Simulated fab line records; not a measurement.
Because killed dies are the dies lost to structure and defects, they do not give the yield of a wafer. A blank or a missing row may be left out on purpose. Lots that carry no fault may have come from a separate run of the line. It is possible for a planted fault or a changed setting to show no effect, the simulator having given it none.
Which tool is to blame? | flow sky130 | 42 wafers from 14 lots sampled at 3 of the route's 708 steps

WHAT THE GAUGES SHOWED, per wafer
SKY_VT_ADJUST_PCH_TW_MEAS_10.
lot  | measured     | on            | VT_ADJUST_PCH_TW
L624 | day 11 08:52 | film metro-04 | 143.1 142.6 143.4
L626 | day 12 04:17 | film metro-04 | 143.3 143.0 143.1
L628 | day 12 17:40 | film metro-03 | 143.6 142.8 143.7
L629 | day 13 10:19 | film metro-01 | 143.7 142.9 143.4
L631 | day 13 13:46 | film metro-01 | 142.3 143.3 143.7
L630 | day 13 14:08 | film metro-01 | 143.1 142.8 144.2
L632 | day 13 15:25 | film metro-03 | 141.5 141.6 140.6
L633 | day 14 02:33 | film metro-03 | 141.9 142.4 141.8
L635 | day 14 12:24 | film metro-03 | 142.6 142.8 142.4
L634 | day 14 13:12 | film metro-04 | 142.9 143.8 143.7
L636 | day 14 15:32 | film metro-03 | 142.0 142.1 141.8
L643 | day 16 19:43 | film metro-04 | 143.2 141.7 143.2
L642 | day 16 20:20 | film metro-03 | 142.0 142.0 142.2
L644 | day 17 03:48 | film metro-01 | 144.5 143.2 144.3

SKY_SONOS_ONO_OVL_MEAS_14.
lot  | measured     | on         | SONOS_ONO_OVL (nm)
L624 | day 13 15:43 | overlay-01 | -2.9 -2.6 -1.8
L626 | day 14 11:49 | overlay-01 | -2.6 -2.1 -2.0
L628 | day 15 03:02 | overlay-02 | -0.4 0.4 -0.9
L629 | day 15 19:31 | overlay-02 | -0.7 -2.8 -3.2
L631 | day 16 00:14 | overlay-02 | -2.9 -3.8 -3.3
L630 | day 16 00:32 | overlay-01 | 0.1 0.6 -1.1
L632 | day 16 01:47 | overlay-02 | 1.0 -0.4 1.5
L633 | day 16 14:18 | overlay-01 | 0.7 -0.5 0.6
L635 | day 16 21:06 | overlay-01 | 0.1 1.0 -1.5
L634 | day 17 00:54 | overlay-01 | -1.6 -1.4 -0.3
L636 | day 17 01:06 | overlay-02 | 0.5 2.2 -0.8
L643 | day 19 12:23 | overlay-01 | -2.7 -2.0 -2.8
L642 | day 19 12:41 | overlay-02 | -0.4 -2.2 -1.5
L644 | day 20 01:57 | overlay-02 | -3.4 -1.5 -1.4

SKY_POLY_GATE_OVL_MEAS_14.
lot  | measured     | on         | POLY_GATE_OVL (nm)
L624 | day 17 08:38 | overlay-02 | 0 -2 -10
L626 | day 18 05:52 | overlay-01 | -1 -3 4
L628 | day 18 23:51 | overlay-02 | 3 4 1
L629 | day 19 23:38 | overlay-02 | -1 -2 -2
L631 | day 20 02:17 | overlay-02 | -13 -12 5
L630 | day 20 02:40 | overlay-02 | 12 2 2
L632 | day 20 06:18 | overlay-02 | -6 2 -3
L633 | day 20 16:43 | overlay-02 | -9 -9 -11
L635 | day 20 21:52 | overlay-01 | 5 7 7
L634 | day 21 05:32 | overlay-01 | -1 -11 -1
L636 | day 21 03:53 | overlay-01 | 0 -2 -1
L643 | day 23 12:38 | overlay-01 | 1 -4 0
L642 | day 23 15:39 | overlay-02 | -9 -14 -12
L644 | day 24 06:02 | overlay-01 | -3 -6 -2

WHAT TOOL EACH LOT RAN ON (gives the tool, then ch and the chambers of the sampled wafers, and finally the start)
No process step before these readings appears in the record.

WHAT THE TOOLS THEMSELVES READ (means of the sampled wafers that have a number; where no wafer has one, the mark that the record gives instead)
The record holds no such reading with a usual standard deviation.

THE ANSWER, worked out from the rows above alone
Rule: usual is defined by the lots themselves. Put in order of their means at a reading, lots are off if they are a third of the lots or fewer, leave a main group of 4 or more, and stand apart from it by a gap of 3 or more times the standard deviation of the main group's means; of several such gaps the widest counts. If all means in a main group match to the digits the tables above print for the reading, that group is not used. Also off: a lot with no number at a reading for which 4 or more lots have one. Any other lot the step has rows for is counted as sound. The gauges are gone through in route order, then the tools' own readings, and for those a lot's mean is taken as printed above. At the first step where some lot is off, the reading lying furthest off is the one used; lots without a number count as furthest.
None of the lots is off at any reading shown; this tells nothing.

WHAT THE SIMULATOR PUT IN
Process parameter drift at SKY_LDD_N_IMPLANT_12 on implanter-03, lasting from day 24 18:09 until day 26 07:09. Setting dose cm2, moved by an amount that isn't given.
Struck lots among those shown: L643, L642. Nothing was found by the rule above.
